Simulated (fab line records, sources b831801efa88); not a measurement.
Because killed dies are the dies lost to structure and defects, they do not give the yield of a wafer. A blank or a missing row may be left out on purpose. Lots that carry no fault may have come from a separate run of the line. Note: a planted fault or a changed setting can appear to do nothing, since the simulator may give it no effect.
Which tool is to blame? || flow sky130 || route of 708 steps, sampled at 1 step: 15 lots, 45 wafers

== WHAT THE GAUGES READ, wafer by wafer ==
SKY_VIA4_THK_MEAS_20: measures by xrf. Usual: for VIA4_W_THK the level is 504 nm and the standard deviation is 6.8.
{"lot": "L345", "measured": "day 42 02:00", "on": "filmMetro-01", "VIA4_W_THK (nm)": "500 501 504", "flag": ""}
{"lot": "L346", "measured": "day 42 12:23", "on": "filmMetro-01", "VIA4_W_THK (nm)": "518 514 504", "flag": ""}
{"lot": "L347", "measured": "day 42 20:40", "on": "filmMetro-01", "VIA4_W_THK (nm)": "508 496 504", "flag": ""}
{"lot": "L348", "measured": "day 43 06:55", "on": "filmMetro-03", "VIA4_W_THK (nm)": "499 508 506", "flag": ""}
{"lot": "L350", "measured": "day 44 09:46", "on": "filmMetro-01", "VIA4_W_THK (nm)": "518 506 506", "flag": ""}
{"lot": "L351", "measured": "day 44 12:31", "on": "filmMetro-03", "VIA4_W_THK (nm)": "507 508 512", "flag": ""}
{"lot": "L352", "measured": "day 44 19:44", "on": "filmMetro-03", "VIA4_W_THK (nm)": "505 499 512", "flag": ""}
{"lot": "L353", "measured": "day 45 01:03", "on": "filmMetro-03", "VIA4_W_THK (nm)": "501 504 503", "flag": ""}
{"lot": "L355", "measured": "day 45 10:04", "on": "filmMetro-03", "VIA4_W_THK (nm)": "494 500 500", "flag": ""}
{"lot": "L356", "measured": "day 45 12:57", "on": "filmMetro-03", "VIA4_W_THK (nm)": "494 495 497", "flag": ""}
{"lot": "L357", "measured": "day 45 21:16", "on": "filmMetro-03", "VIA4_W_THK (nm)": "501 514 504", "flag": ""}
{"lot": "L358", "measured": "day 46 00:05", "on": "filmMetro-01", "VIA4_W_THK (nm)": "506 509 511", "flag": ""}
{"lot": "L367", "measured": "day 48 18:59", "on": "filmMetro-03", "VIA4_W_THK (nm)": "494 499 493", "flag": ""}
{"lot": "L366", "measured": "day 48 19:12", "on": "filmMetro-01", "VIA4_W_THK (nm)": "503 497 498", "flag": ""}
{"lot": "L368", "measured": "day 48 23:34", "on": "filmMetro-03", "VIA4_W_THK (nm)": "514 509 513", "flag": ""}

== EACH LOT AND THE TOOL THAT RAN IT (in order: tool; ch and the chambers of the sampled wafers; start) ==
Before these readings, the record contains no process step.

== AS READ BY THE TOOLS THEMSELVES (means over the sampled wafers that have a number; for cases with no such wafer, the mark the record gives instead) ==
The record holds no such reading with a usual standard deviation.

== THE ANSWER, worked out from the rows above alone ==
Rule: take the mean of a lot's wafers that have a number; if it is more than 3 standard deviations from the usual mean, the lot is off. A lot without any number at a reading at which 4 lots or more have one is off too. The other lots that the step has rows for count as sound. First the gauges in route order, then the tools' own readings, where a lot's mean is used as printed above. At the first step where some lot is off, the reading lying furthest off is the one used; lots without a number count as furthest.
Across all readings shown, no lot is off: no conclusion can be drawn from this.

== WHAT THE SIMULATOR HAD INSERTED ==
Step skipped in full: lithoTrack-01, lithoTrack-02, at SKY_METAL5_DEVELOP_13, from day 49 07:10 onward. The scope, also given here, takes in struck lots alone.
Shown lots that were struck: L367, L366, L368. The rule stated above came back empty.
